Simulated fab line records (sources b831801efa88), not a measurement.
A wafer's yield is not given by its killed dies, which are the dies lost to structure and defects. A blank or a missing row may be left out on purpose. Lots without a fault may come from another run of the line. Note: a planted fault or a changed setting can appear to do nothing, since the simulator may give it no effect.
Which of the tools did it? ; flow sky130 ; 11 lots (33 wafers sampled), 1 step of a 708-step route

WHAT THE GAUGES READ, wafer by wafer
SKY_SD_P_CD_MEAS_07: target cd 380 nm.
lot;measured;on;cd_nm (nm)
L934;day 26 09:00;cd_sem-01;377.1 377.1 378.4
L935;day 26 19:07;cd_sem-01;379.9 378.4 380.9
L937;day 27 19:49;cd_sem-02;379.5 378.9 379.1
L943;day 29 18:10;cd_sem-02;380.1 382.7 378.4
L948;day 31 01:01;cd_sem-02;383.7 381.8 382.0
L949;day 31 08:22;cd_sem-01;379.4 382.1 382.5
L950;day 31 21:55;cd_sem-02;383.0 384.9 384.1
L951;day 32 03:04;cd_sem-02;378.5 380.9 378.1
L952;day 32 09:08;cd_sem-01;377.3 379.7 377.6
L954;day 32 22:26;cd_sem-02;380.0 377.4 376.7
L955;day 33 05:40;cd_sem-02;381.1 379.3 379.9

TOOL THAT RAN EACH LOT (tool first, then ch and the chambers of the sampled wafers, then the start)
No process step before these readings appears in the record.

THE ANSWER, worked out from the rows above alone
Rule: the lots themselves supply what counts as usual. The widest of any qualifying gaps counts: lots, ordered by their means at a reading, are off when they make up no more than a third of the lots, leave a main group of 4 or more, and stand apart from it by 3 or more times the standard deviation of that group's means. The tables above print the reading to a certain number of digits; a main group whose means all agree to those digits is not used. A lot without any number at a reading at which 4 lots or more have one is off too. All remaining lots with rows at the step are treated as sound.
Nothing can be told from this: no lot is off at any reading shown.

WHAT THE SIMULATOR HAD INSERTED
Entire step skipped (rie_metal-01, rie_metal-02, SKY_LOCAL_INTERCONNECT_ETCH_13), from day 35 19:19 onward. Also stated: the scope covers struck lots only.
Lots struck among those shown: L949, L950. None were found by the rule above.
